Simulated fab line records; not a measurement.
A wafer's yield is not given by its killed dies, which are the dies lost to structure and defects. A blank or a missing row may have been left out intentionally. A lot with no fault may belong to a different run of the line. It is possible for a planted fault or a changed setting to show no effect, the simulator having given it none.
fab line records -- flow sky130
record: lots: 11, wafers: 33, lastDay: 50
route steps=708 shown LDD_N@241 LDD_P@266 METAL1@451 VIA1@479 METAL2@486 PAD_OPEN@708
lots that met no fault: taken from a fault-free run of the same line
startH: hours from the record's first day to the start of the lot's first wafer shown -- waitH: how many hours have passed since the lot's step before this one -- " the same as in the row above -- L1.1+2: a row that stands for several wafers -- - no value present, or no start provided -- * or withheld: withheld -- < > ~ a bound
route shown NAME@n: names a module that has steps shown in the file, with the first one's number in the route -- usual: mean and standard deviation over wafers with no fault -- same: alike in all rows -- chamber/n: place in a boat -- sites: per-site readings -- _std_site: their standard deviation -- _edge_site: outer sites' mean less inner sites' -- radiusMm: for every site, how far away it sits from the centre of the wafer -- mask NAME#n: copy n -- behind: the tool/chamber that last shaped the wafer -- hold: what put the lot on hold/how long, in hours/how the hold closed -- device: the transistor (n, p or np) that didn't switch -- end of line: tests of these same wafers at the route's end -- step lacking rows: just its recipe -- killed: the dies lost at the first sort to structure and to defects; this is not the yield of the wafer -- map: a wafer's dies, marking killed ones x, the rest . and places with no die _
set.NAME: the setting the step ran with; set.NAME@STEP: the setting that earlier step ran with -- model.NAME: the simulator's own value behind a step, which no gauge read
route steps across a sampled set of lots; one table per step, one row per wafer
services: the hour from which a tool's chamber was out of use, counted from the record's first day as startH (under 0 if before that day), plus the number of hours and why
== steps ==
step: SKY_LDD_N_EXPOSE_04
recipe: maskId: NTM, targetCdNm: 840, na: 0.6, sourceShape: conventional, sigmaOuter: 0.6, doseMj: 110
lot.wafer,tool,chamber,startH,waitH,mask
L933.1+3+5,ilineStepper-01,0,391.57,-,NTM#0
L934.2+3+5,ilineStepper-02,0,392.09,-,NTM#0
L936.1+5+6,ilineStepper-01,0,413.37,-,NTM#0
L938.3+4+6,ilineStepper-02,0,428.28,-,NTM#0
L941.2+5+6,ilineStepper-02,0,463.86,-,PSDM#0
L944.1+5+6,ilineStepper-02,0,492.30,-,NTM#0
L949.1+2+5,ilineStepper-02,0,527.09,-,NTM#0
L950.4+5+6,ilineStepper-01,0,532.08,-,NTM#0
L952.2+5+6,ilineStepper-02,0,548.49,-,NTM#0
L953.2+3+4,ilineStepper-02,0,561.11,-,NTM#0
L956.1+2+3,ilineStepper-01,0,579.30,-,NTM#0
step: SKY_LDD_N_OVL_MEAS_07
usual: LDD_N_OVL: -0.3/1.5
lot.wafer,tool,chamber,startH,waitH,LDD_N_OVL[nm]
L933.1,overlay-02,-,406.09,0.1,-0.9
L933.3,overlay-02,-,406.09,0.1,-1.1
L933.5,overlay-02,-,406.09,0.1,1.1
L934.2,overlay-02,-,406.40,0.1,3.8
L934.3,overlay-02,-,406.40,0.1,2.2
L934.5,overlay-02,-,406.40,0.1,-0.5
L936.1,overlay-01,-,427.94,0.1,-1.9
L936.5,overlay-01,-,427.94,0.1,0.9
L936.6,overlay-01,-,427.94,0.1,-0.8
L938.3,overlay-02,-,443.66,0.1,-0.5
L938.4,overlay-02,-,443.66,0.1,0.3
L938.6,overlay-02,-,443.66,0.1,-0.5
L941.2,overlay-02,-,478.80,0.1,-
L941.5,overlay-02,-,478.80,0.1,-
L941.6,overlay-02,-,478.80,0.1,-
L944.1,overlay-01,-,507.79,0.1,-0.1
L944.5,overlay-01,-,507.79,0.1,-1.7
L944.6,overlay-01,-,507.79,0.1,0.7
L949.1,overlay-01,-,542.02,0.2,-1.2
L949.2,overlay-01,-,542.02,0.2,-1.0
L949.5,overlay-01,-,542.02,0.2,0.6
L950.4,overlay-01,-,546.61,0.1,2.2
L950.5,overlay-01,-,546.61,0.1,1.6
L950.6,overlay-01,-,546.61,0.1,-0.4
L952.2,overlay-02,-,562.45,0.1,-0.1
L952.5,overlay-02,-,562.45,0.1,1.3
L952.6,overlay-02,-,562.45,0.1,0.0
L953.2,overlay-02,-,575.65,0.1,-0.4
L953.3,overlay-02,-,575.65,0.1,0.0
L953.4,overlay-02,-,575.65,0.1,0.4
L956.1,overlay-02,-,593.49,0.1,-1.7
L956.2,overlay-02,-,593.49,0.1,-1.2
L956.3,overlay-02,-,593.49,0.1,-1.1
step: SKY_LDD_N_TW_MEAS_17
usual: LDD_N_TW: 2589/14
lot.wafer,tool,chamber,startH,waitH,LDD_N_TW
L933.1,filmMetro-04,-,407.43,0.1,2593
L933.3,filmMetro-04,-,407.43,0.1,2585
L933.5,filmMetro-04,-,407.43,0.1,2597
L934.2,filmMetro-02,-,407.75,0.1,2580
L934.3,filmMetro-02,-,407.75,0.1,2571
L934.5,filmMetro-02,-,407.75,0.1,2592
L936.1,filmMetro-04,-,429.28,0.1,2600
L936.5,filmMetro-04,-,429.28,0.1,2595
L936.6,filmMetro-04,-,429.28,0.1,2593
L938.3,filmMetro-01,-,445.00,0.1,2583
L938.4,filmMetro-01,-,445.00,0.1,2584
L938.6,filmMetro-01,-,445.00,0.1,2586
L941.2,filmMetro-01,-,480.14,0.1,30
L941.5,filmMetro-01,-,480.14,0.1,30
L941.6,filmMetro-01,-,480.14,0.1,30
L944.1,filmMetro-04,-,509.13,0.1,2590
L944.5,filmMetro-04,-,509.13,0.1,2586
L944.6,filmMetro-04,-,509.13,0.1,2582
L949.1,filmMetro-02,-,543.36,0.1,2577
L949.2,filmMetro-02,-,543.36,0.1,2576
L949.5,filmMetro-02,-,543.36,0.1,2567
L950.4,filmMetro-04,-,547.96,0.1,2596
L950.5,filmMetro-04,-,547.96,0.1,2606
L950.6,filmMetro-04,-,547.96,0.1,2574
L952.2,filmMetro-04,-,563.79,0.1,2600
L952.5,filmMetro-04,-,563.79,0.1,2584
L952.6,filmMetro-04,-,563.79,0.1,2592
L953.2,filmMetro-02,-,579.52,0.1,2571
L953.3,filmMetro-02,-,579.52,0.1,2565
L953.4,filmMetro-02,-,579.52,0.1,2573
L956.1,filmMetro-02,-,594.93,0.2,2565
L956.2,filmMetro-02,-,594.93,0.2,2561
L956.3,filmMetro-02,-,594.93,0.2,2572
step: SKY_LDD_P_TW_MEAS_11
usual: LDD_P_TW: 635/5.1
lot.wafer,tool,chamber,startH,waitH,LDD_P_TW
L933.1,filmMetro-04,-,437.70,0.1,641
L933.3,filmMetro-04,-,437.70,0.1,643
L933.5,filmMetro-04,-,437.70,0.1,642
L934.2,filmMetro-04,-,438.28,0.1,641
L934.3,filmMetro-04,-,438.28,0.1,643
L934.5,filmMetro-04,-,438.28,0.1,636
L936.1,filmMetro-03,-,461.00,0.1,629
L936.5,filmMetro-03,-,461.00,0.1,629
L936.6,filmMetro-03,-,461.00,0.1,630
L938.3,filmMetro-04,-,475.57,0.1,645
L938.4,filmMetro-04,-,475.57,0.1,640
L938.6,filmMetro-04,-,475.57,0.1,640
L941.2,filmMetro-03,-,511.31,0.1,2559
L941.5,filmMetro-03,-,511.31,0.1,2560
L941.6,filmMetro-03,-,511.31,0.1,2566
L944.1,filmMetro-04,-,539.65,0.1,637
L944.5,filmMetro-04,-,539.65,0.1,637
L944.6,filmMetro-04,-,539.65,0.1,637
L949.1,filmMetro-02,-,573.40,0.1,634
L949.2,filmMetro-02,-,573.40,0.1,637
L949.5,filmMetro-02,-,573.40,0.1,634
L950.4,filmMetro-04,-,577.45,0.1,639
L950.5,filmMetro-04,-,577.45,0.1,643
L950.6,filmMetro-04,-,577.45,0.1,639
L952.2,filmMetro-02,-,593.71,0.1,634
L952.5,filmMetro-02,-,593.71,0.1,632
L952.6,filmMetro-02,-,593.71,0.1,632
L953.2,filmMetro-02,-,608.83,0.1,641
L953.3,filmMetro-02,-,608.83,0.1,645
L953.4,filmMetro-02,-,608.83,0.1,640
L956.1,filmMetro-03,-,624.12,0.1,631
L956.2,filmMetro-03,-,624.12,0.1,629
L956.3,filmMetro-03,-,624.12,0.1,627
step: SKY_METAL1_DESCUM_17
recipe: chemistry: O2, sourcePowerW: 150, biasPowerW: 0, pressureMtorr: 10, tempC: 40, timeS: 8
usual: drypumpMotorCurrentA: 5.78/0.27, oesProductAu: 1.000/0.0094
lot.wafer,tool,chamber,startH,waitH,drypumpMotorCurrentA,oesProductAu,rfHoursCounterH
L933.1,rieMetal-02,0,765.50,0.0,5.95,1.001,1
L933.3,rieMetal-02,1,765.50,0.0,5.02,0.990,-
L933.5,rieMetal-02,0,765.50,0.0,5.96,1.008,-
L934.2,rieMetal-01,1,769.35,0.0,5.99,0.990,6
L934.3,rieMetal-01,1,769.35,0.0,5.99,0.994,-
L934.5,rieMetal-01,1,769.35,0.0,5.93,0.988,-
L936.1,rieMetal-02,0,786.75,0.0,5.96,0.993,2
L936.5,rieMetal-02,0,786.75,0.0,5.96,1.016,-
L936.6,rieMetal-02,1,786.75,0.0,5.05,0.981,-
L938.3,rieMetal-04,0,799.71,0.0,5.77,0.999,-
L938.4,rieMetal-04,1,799.71,0.0,5.94,1.006,-
L938.6,rieMetal-04,0,799.71,0.0,5.77,1.003,-
L941.2,rieMetal-04,1,836.10,0.0,5.96,1.001,12
L941.5,rieMetal-04,1,836.10,0.0,5.96,1.004,-
L941.6,rieMetal-04,0,836.10,0.0,5.78,0.999,-
L944.1,rieMetal-04,0,852.05,0.0,5.77,1.001,1
L944.5,rieMetal-04,0,852.05,0.0,5.77,1.005,-
L944.6,rieMetal-04,1,852.05,0.0,5.96,1.003,-
L949.1,rieMetal-04,1,882.45,0.0,5.95,1.016,14
L949.2,rieMetal-04,0,882.45,0.0,5.78,1.015,2
L949.5,rieMetal-04,1,882.45,0.0,5.95,1.012,-
L950.4,rieMetal-02,1,886.72,0.0,5.05,0.985,-
L950.5,rieMetal-02,0,886.72,0.0,5.96,1.004,-
L950.6,rieMetal-02,1,886.72,0.0,5.07,0.993,-
L952.2,rieMetal-01,0,899.25,0.0,5.67,0.990,9
L952.5,rieMetal-01,1,899.25,0.0,5.99,0.990,-
L952.6,rieMetal-01,0,899.25,0.0,5.68,0.987,-
L953.2,rieMetal-01,1,914.05,0.0,5.97,0.991,13
L953.3,rieMetal-01,1,914.05,0.0,5.98,0.985,-
L953.4,rieMetal-01,0,914.05,0.0,5.67,0.983,-
L956.1,rieMetal-01,0,926.70,0.0,5.65,0.988,10
L956.2,rieMetal-01,1,926.70,0.0,5.94,0.998,13
L956.3,rieMetal-01,1,926.70,0.0,5.95,0.994,-
step: SKY_VIA1_CVD_21
recipe: material: W, targetThkNm: 270, timeS: 80.902, tempC: 400, pressureTorr: 40
usual: chamberPressureTorr: 39.99/0.089, heaterPowerW: 870/53, susceptorTempC: 400.00/0.24
lot.wafer,tool,chamber,startH,waitH,chamberPressureTorr,heaterPowerW,susceptorTempC
L933.1,cvdW-01,1,794.42,0.0,40.13,752,399.78
L933.3,cvdW-01,1,794.42,0.0,40.07,759,399.64
L933.5,cvdW-01,1,794.42,0.0,40.03,778,399.78
L934.2,cvdW-02,1,798.54,0.0,40.09,870,399.84
L934.3,cvdW-02,0,798.54,0.0,39.96,921,400.02
L934.5,cvdW-02,1,798.54,0.0,40.11,861,399.76
L936.1,cvdW-02,1,815.40,0.0,40.05,860,399.86
L936.5,cvdW-02,0,815.40,0.0,39.87,930,400.13
L936.6,cvdW-02,1,815.40,0.0,40.02,879,400.09
L938.3,cvdW-02,1,828.36,0.1,39.91,881,399.99
L938.4,cvdW-02,0,828.36,0.1,39.89,911,400.03
L938.6,cvdW-02,0,828.36,0.1,39.95,915,399.96
L941.2,cvdW-02,1,864.45,0.0,40.05,905,399.50
L941.5,cvdW-02,1,864.45,0.0,39.97,863,400.01
L941.6,cvdW-02,0,864.45,0.0,39.96,925,400.26
L944.1,cvdW-01,0,879.84,0.0,40.07,854,400.23
L944.5,cvdW-01,0,879.84,0.0,39.99,819,400.16
L944.6,cvdW-01,1,879.84,0.0,40.16,788,399.63
L949.1,cvdW-02,0,910.07,0.2,39.97,928,400.20
L949.2,cvdW-02,1,910.07,0.2,39.86,854,400.11
L949.5,cvdW-02,1,910.07,0.2,39.86,872,400.01
L950.4,cvdW-02,1,914.79,0.9,39.90,882,399.64
L950.5,cvdW-02,1,914.79,0.9,39.99,860,399.72
L950.6,cvdW-02,0,914.79,0.9,39.96,908,399.74
L952.2,cvdW-02,1,925.69,0.0,40.05,883,399.53
L952.5,cvdW-02,1,925.69,0.0,39.95,865,399.69
L952.6,cvdW-02,0,925.69,0.0,39.90,945,400.07
L953.2,cvdW-02,0,944.90,0.0,40.05,904,399.92
L953.3,cvdW-02,1,944.90,0.0,40.00,878,399.62
L953.4,cvdW-02,0,944.90,0.0,40.03,919,400.36
L956.1,cvdW-01,1,957.02,0.0,39.96,736,399.78
L956.2,cvdW-01,0,957.02,0.0,40.03,811,399.90
L956.3,cvdW-01,0,957.02,0.0,40.02,827,400.15
step: SKY_METAL2_SPUTTER_03
recipe: material: Ti, targetThkNm: 5, powerW: 3000, timeS: 3.3, chamberPressurePa: 0.4
usual: chamberPressurePa: 0.3999/0.00074, throttleValvePct: 29.9/0.94
lot.wafer,tool,chamber,startH,waitH,chamberPressurePa,throttleValvePct
L933.1,pvdSputter-04,-,795.06,0.0,0.4010,30.5
L933.3,pvdSputter-04,-,795.06,0.0,0.4005,31.2
L933.5,pvdSputter-04,-,795.06,0.0,0.4011,30.9
L934.2,pvdSputter-03,-,799.18,0.0,0.3998,29.6
L934.3,pvdSputter-03,-,799.18,0.0,0.4004,30.5
L934.5,pvdSputter-03,-,799.18,0.0,0.4005,30.4
L936.1,pvdSputter-03,-,816.04,0.0,0.4002,30.5
L936.5,pvdSputter-03,-,816.04,0.0,0.3998,30.2
L936.6,pvdSputter-03,-,816.04,0.0,0.4004,29.3
L938.3,pvdSputter-04,-,828.97,0.0,0.4001,28.2
L938.4,pvdSputter-04,-,828.97,0.0,0.4001,31.4
L938.6,pvdSputter-04,-,828.97,0.0,0.4007,31.7
L941.2,pvdSputter-02,-,865.09,0.0,0.3993,28.8
L941.5,pvdSputter-02,-,865.09,0.0,0.3998,28.8
L941.6,pvdSputter-02,-,865.09,0.0,0.3992,29.7
L944.1,pvdSputter-03,-,880.49,0.0,0.3998,30.4
L944.5,pvdSputter-03,-,880.49,0.0,0.3989,29.7
L944.6,pvdSputter-03,-,880.49,0.0,0.3998,30.3
L949.1,pvdSputter-03,-,917.46,0.0,0.3988,30.2
L949.2,pvdSputter-03,-,917.46,0.0,0.4000,29.6
L949.5,pvdSputter-03,-,917.46,0.0,0.3995,30.3
L950.4,pvdSputter-04,-,923.27,0.0,0.4004,28.5
L950.5,pvdSputter-04,-,923.27,0.0,0.3996,30.5
L950.6,pvdSputter-04,-,923.27,0.0,0.4006,31.5
L952.2,pvdSputter-04,-,930.46,0.0,0.4004,28.3
L952.5,pvdSputter-04,-,930.46,0.0,0.4004,28.5
L952.6,pvdSputter-04,-,930.46,0.0,0.4000,29.4
L953.2,pvdSputter-03,-,945.71,0.0,0.3992,30.5
L953.3,pvdSputter-03,-,945.71,0.0,0.4002,29.5
L953.4,pvdSputter-03,-,945.71,0.0,0.4005,30.2
L956.1,pvdSputter-04,-,957.66,0.0,0.3989,30.6
L956.2,pvdSputter-04,-,957.66,0.0,0.3998,29.3
L956.3,pvdSputter-04,-,957.66,0.0,0.4003,31.6
step: SKY_PAD_OPEN_PROBE_99
usual: killed_at_M0_to_M3: 44/7.1, killed_at_M4_up: 3.1/1.9, killedAtContacts: 25/5.8, killedAtFrontEnd: 16/4.5, killedAtOther: 0.3/0.52, killedDies: 88/9.1, killedOnRim: 17/4, killedOpen: 48/6.8, killedShort: 39/5.8
same: grossDies: 492, killedAtBackSide: 0
lot.wafer,tool,chamber,startH,waitH,killed_at_M0_to_M3,killed_at_M4_up,killedAtContacts,killedAtFrontEnd,killedAtOther,killedDies,killedOnRim,killedOpen,killedShort
L941.2,prober-02,-,1138.05,0.1,45,5,20,422,0,492,96,45,35
L941.5,prober-02,-,1138.20,0.2,41,3,28,419,1,492,96,42,48
L941.6,prober-02,-,1138.25,0.2,56,5,24,406,1,492,96,64,41
killed by level:class
L941.2 LDD_N:areaExpose=412 VIA1:geometricParticle:open=13 LI_CONTACT:geometricParticle:open=6 CONTACT:geometricParticle:open=6 VIA2:geometricParticle:open=6 VIA1:geometricParticle:short=5 METAL3:geometricParticle:short=5 METAL4:geometricParticle:short=5
L941.5 LDD_N:areaExpose=402 CONTACT:geometricParticle:open=10 VIA1:geometricParticle:open=7 LI_CONTACT:geometricParticle:open=6 VIA1:geometricParticle:short=6 POLY_GATE:geometricParticle:short=5 METAL1:geometricParticle:short=5 METAL2:geometricParticle:short=5
L941.6 LDD_N:areaExpose=387 VIA1:geometricParticle:open=28 CONTACT:geometricParticle:open=11 POLY_GATE:geometricParticle:short=7 LI_CONTACT:geometricParticle:open=6 METAL2:geometricParticle:short=5 METAL4:geometricParticle:short=5 POLY_GATE:geometricParticle:open=4
== services ==
tool,chamber,startH,hours,kind
ilineStepper-01,-,374.89,1.7,pm
cvdW-02,-,390.00,14.0,pm
pvdSputter-03,-,418.48,1.2,repair
ilineStepper-02,-,423.36,1.7,pm
rieMetal-04,-,435.13,14.6,pm
ilineStepper-02,-,453.35,2.0,repair
cvdW-02,-,455.83,1.0,repair
pvdSputter-04,-,462.64,1.5,repair
rieMetal-01,0,463.16,10.0,repair
ilineStepper-02,-,465.55,1.2,repair
cvdW-02,-,475.30,0.6,repair
pvdSputter-04,-,498.28,4.9,repair
cvdW-02,-,520.85,6.9,pm
cvdW-02,0,535.09,6.2,repair
ilineStepper-02,-,542.98,2.1,pm
ilineStepper-02,-,551.43,8.9,pm
ilineStepper-02,-,641.54,1.7,pm
ilineStepper-02,-,739.40,2.3,repair
cvdW-02,-,839.81,2.8,pm
ilineStepper-02,-,859.72,1.7,pm
pvdSputter-04,-,880.99,3.0,repair
cvdW-02,-,908.84,1.1,repair
pvdSputter-04,-,909.13,11.2,repair
cvdW-02,-,913.82,0.9,repair
== key ==
firstSign: step: SKY_LDD_N_EXPOSE_04, reading: mask, direction: changed
effect: step: SKY_LDD_N_OVL_MEAS_07, reading: LDD_N_OVL, direction: missing
effect: step: SKY_LDD_N_TW_MEAS_17, reading: LDD_N_TW, direction: down, sigmas: 99+, usual: 2589, struck: 30
effect: step: SKY_LDD_P_TW_MEAS_11, reading: LDD_P_TW, direction: up, sigmas: 99+, usual: 635, struck: 2562
effect: step: SKY_PAD_OPEN_PROBE_99, reading: killedAtFrontEnd, direction: up, sigmas: 89, usual: 16, struck: 416
moreKillsBornAt: SKY_LDD_N_EXPOSE_04@ilineStepper-02: 1201
metAt SKY_LDD_N_EXPOSE_04
struckLots L941
testerLeftOut L941
notActingAt SKY_METAL1_DESCUM_17,SKY_VIA1_CVD_21,SKY_METAL2_SPUTTER_03
onsetBetween 428.28 463.86
fault: kind: wrongMask, tool: any, chamber: -, onsetH: 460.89, steps: SKY_LDD_N_EXPOSE_04, auxCopy: PSDM#0, scope: struckLotsOnly
testerLeftOut: of these lots the tester's yield and bins aren't shown, on N5 and GAA mostly nor the transistor test; their killed dies are dies lost to structure and defects alone, not to doping, threshold or leakage, so they don't give the yield
